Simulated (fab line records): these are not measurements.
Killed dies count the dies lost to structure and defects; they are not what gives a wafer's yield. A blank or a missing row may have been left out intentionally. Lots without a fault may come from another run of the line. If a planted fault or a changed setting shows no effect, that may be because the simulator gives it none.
A lot that was struck, set against a sound lot + flow sky130 + 16 out of 708 route steps
Sound: wafers L711.1, L711.2, L711.3. Struck: wafer L719.5 (left out: L719.2, a lot-mate that was not struck); the cause follows at the end.
Order at every step that has rows: each side's tool, ch and its chambers, its first start. Under that, the readings that differ: sound wafers + struck wafers + difference of the means + sigmas: that difference in standard deviations of wafers without a fault.
alike: a reading whose means differ by less than 2 such deviations, as well as words and numbers matching on both sides. not compared: withheld readings; readings where some wafer has no value; bounds like >300 that might hide an equal value; numbers whose values overlap and for which the record gives no deviation.
The two part at a step that has a row with sigmas, a row that says differs or no value, or rows on one side only. Non-overlapping numbers with no deviation appear without sigmas and do not part them. A reading that every wafer of one side lacks parts them only if that side has two wafers or more.

first, 2 steps without rows for these wafers: SKY_METAL4_PEB_11; SKY_METAL4_DEVELOP_12 (develop time 60 s).
SKY_METAL4_CD_MEAS_13: target cd 300 nm.
  sound: cd sem-01 at day 42 01:43; struck: cd sem-01 at day 44 17:30
  alike: cd nm
SKY_METAL4_OVL_MEAS_14:
  sound: overlay-01 at day 42 01:50; struck: overlay-02 at day 44 17:37
| reading         | sound    | struck | difference | sigmas |
|-----------------|----------|--------|------------|--------|
| METAL4_OVL (nm) | -3 -4 -2 | 16     | +19        | +3     |
SKY_METAL4_DESCUM_15: chemistry O2, time 8 s.
  sound on rie metal-04 ch 0,1, day 42 01:53; struck on rie metal-01 ch 0, day 44 17:38
| reading               | sound             | struck | difference | sigmas |
|-----------------------|-------------------|--------|------------|--------|
| oes product au (a.u.) | 1.013 1.019 1.016 | 1.000  | -0.016     | -2     |
  alike: drypump motor current A
  not compared: rf hours counter h
SKY_METAL4_ETCH_16: etches BARC in N2/H2, stops on SiO2, time 88.2 s, target depth 60 nm.
  sound on rie metal-04 ch 0,1, day 42 01:55; struck on rie metal-01 ch 0, day 44 17:40
  alike: drypump motor current A, oes product au, throttle valve pct
  not compared: rf hours counter h
then, 1 step without rows for these wafers: SKY_METAL4_ETCH_17 (etches SiO2 in C4F8/O2/Ar, stops on TiN, time 3.9 s, target depth 15 nm).
SKY_METAL4_METAL_ETCH_18: etches the open film in Cl2/BCl3, stops on SiO2, target depth 845 nm, time 183.1 s.
  sound on rie metal-03 ch 0,1, day 42 02:02; struck on rie metal-03 ch 1, day 44 17:47
| reading               | sound             | struck | difference | sigmas |
|-----------------------|-------------------|--------|------------|--------|
| oes product au (a.u.) | 0.867 0.870 0.859 | 0.847  | -0.018     | -3     |
  alike: drypump motor current A, throttle valve pct
  not compared: rf hours counter h
SKY_METAL4_STRIP_19: strips in O2/N2.
  sound on plasma asher-02 ch 0,1, day 42 02:13; struck on plasma asher-02 ch 1, day 44 17:58
  alike: drypump motor current A, oes product au, strip time to endpoint s
  not compared: rf hours counter h
then, 3 steps without rows for these wafers: SKY_METAL4_STRIP_20 (strips in post etch residue remover, time 1200 s); SKY_METAL4_CLEAN_21 (cleans in IPA, time 180 s); SKY_METAL4_CLEAN_22 (cleans in O3/DIW).
SKY_VIA4_HDPCVD_00: deposits SiO2, target thk 1750 nm, time 291.7 s.
  sound on hdpcvd-01 ch 0,1,2, day 42 02:48; struck on hdpcvd-01 ch 2, day 44 18:36
| reading                                  | sound          | struck | difference | sigmas |
|------------------------------------------|----------------|--------|------------|--------|
| model.SiO2_of_VIA4_HDPCVD_00.thk nm (nm) | 1738 1743 1749 | 852.3  | -891.0     |        |
SKY_VIA4_THK_MEAS_01:
  sound: film metro-04 at day 42 02:59; struck: film metro-01 at day 44 19:01
| reading              | sound          | struck | difference | sigmas |
|----------------------|----------------|--------|------------|--------|
| VIA4_HDPCVD_THK (nm) | 1737 1742 1750 | 853    | -890       | -59    |
  not compared: hold
SKY_VIA4_CMP_02: polishes SiO2.
  sound on cmp-02 ch 0,2,3, day 42 03:02; struck on cmp-01 ch 0, day 44 22:26
| reading | sound | struck                   | difference                   | sigmas |
|---------|-------|--------------------------|------------------------------|--------|
| hold    | - - - | await dispo/3.3h/release | no value on the sound wafers |        |
  alike: motor current A
SKY_PAD_OPEN_PROBE_99:
  sound wafers here have rows in the record (prober-02, day 46 00:59); struck ones have none

WHERE THEY PART
At SKY_METAL4_OVL_MEAS_14 first; at SKY_PAD_OPEN_PROBE_99 last (within this record only).

WHY: the cause the simulator had injected
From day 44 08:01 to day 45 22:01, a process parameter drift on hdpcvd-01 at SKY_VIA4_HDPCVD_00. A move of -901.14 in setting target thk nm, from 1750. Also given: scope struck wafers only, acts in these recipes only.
